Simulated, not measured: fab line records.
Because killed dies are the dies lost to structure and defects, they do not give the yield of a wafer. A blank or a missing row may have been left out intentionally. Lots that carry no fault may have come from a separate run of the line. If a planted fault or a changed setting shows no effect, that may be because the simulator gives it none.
8D (eight disciplines) problem report, filled in by code / flow sky130 / the parts of the form that need people (team, actions taken, sign-off) are left out

1. PROBLEM STATEMENT
Mean LI_CONTACT_HDPCVD_THK at SKY_LI_CONTACT_THK_MEAS_01: 749 nm over 6 wafers in 2 lots; fault-free wafers: 931 nm, standard deviation 8.3. That is -22 standard deviations from the usual mean.
The first sign was on wafer L427.2 at day 33 04:09, on film metro-04. The record has a number at this step for 36 wafers belonging to 12 lots. Rule for "out", or "out of limits": more than 4 standard deviations from the usual mean. All remaining wafers that have a number are taken as sound.

2. WHAT IT IS, WHAT IT ISN'T
question=which readings at this step | is=LI_CONTACT_HDPCVD_THK | is not=-
question=which lots | is=L427, L429 | is not=L413, L415, L417, L418, L419, L421, L423, L434, L435, L436
question=which wafers of those lots | is=all that have a number | is not=-
question=read on which gauges | is=film metro-02, film metro-04 | is not=film metro-03
question=when | is=from day 33 04:09 | is not=up to then (21 sound wafers); but 9 sound wafers of L434, L435, L436 came after

3. WHAT RULES OUT EACH SUSPECT
Counting: a tool at any process step up to the reading remains a suspect when it ran all the lots that are out and ran no sound lot after the first of those.
- the gauge at SKY_LI_CONTACT_THK_MEAS_01 has been ruled out. The wafers that are out were read on 2 gauges (film metro-02, film metro-04).
- hdpcvd-02 at SKY_LI_CONTACT_HDPCVD_00 (deposits PSG, target thk 930 nm, time 155 s): ruled out as a lasting fault. Following L427 (day 33 04:02), the first lot on it that is out, the sound lots L436, L434 were run on it.
Left after counting: nothing in the record.

4. THE CAUSE (what the simulator had put in)
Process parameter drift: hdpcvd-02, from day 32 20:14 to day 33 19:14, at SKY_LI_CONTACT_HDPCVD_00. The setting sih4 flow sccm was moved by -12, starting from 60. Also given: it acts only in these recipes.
It was ruled out by counting, in error; the rule expects a fault to strike all lots run on its tool from its start on, and this fault did not.

5. SEQUENCE OF EFFECTS, ordered by route
Each row: a reading whose mean over the struck wafers that have a number lies more than 3 standard deviations from the usual. Scope: only readings with a usual standard deviation given in the record; hours: median across lots of the time from each lot's start at the first step in this table that gives one to its start at this step; sigmas: change in usual standard deviations.
hours=0; step=SKY_LI_CONTACT_HDPCVD_00; reading=sih4 flow sccm; usual=60.02 sccm; on struck wafers=47.91; change=-12.11; sigmas=-64
hours=0; step=SKY_LI_CONTACT_THK_MEAS_01; reading=LI_CONTACT_HDPCVD_THK; usual=931 nm; on struck wafers=749; change=-182; sigmas=-22
hours=0; step=SKY_LI_CONTACT_CMP_02; reading=time to endpoint s; usual=33.6 s; on struck wafers=15.6; change=-18.1; sigmas=-7.2
Process steps it contains:
- SKY_LI_CONTACT_HDPCVD_00: deposits PSG, target thk 930 nm, time 155 s.
- SKY_LI_CONTACT_CMP_02: polishes PSG.

6. HOW IT WOULD HAVE BEEN CAUGHT EARLIER
Counted from the fault's start at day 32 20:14, it took 8 hours until the first out-of-limits reading at a measuring or inspecting step in this record, taken at day 33 04:09.
The tool's own readings at SKY_LI_CONTACT_HDPCVD_00 were out on every struck wafer that the step has a row for (sih4 flow sccm): an alarm limit on them would have fired on the first of those.
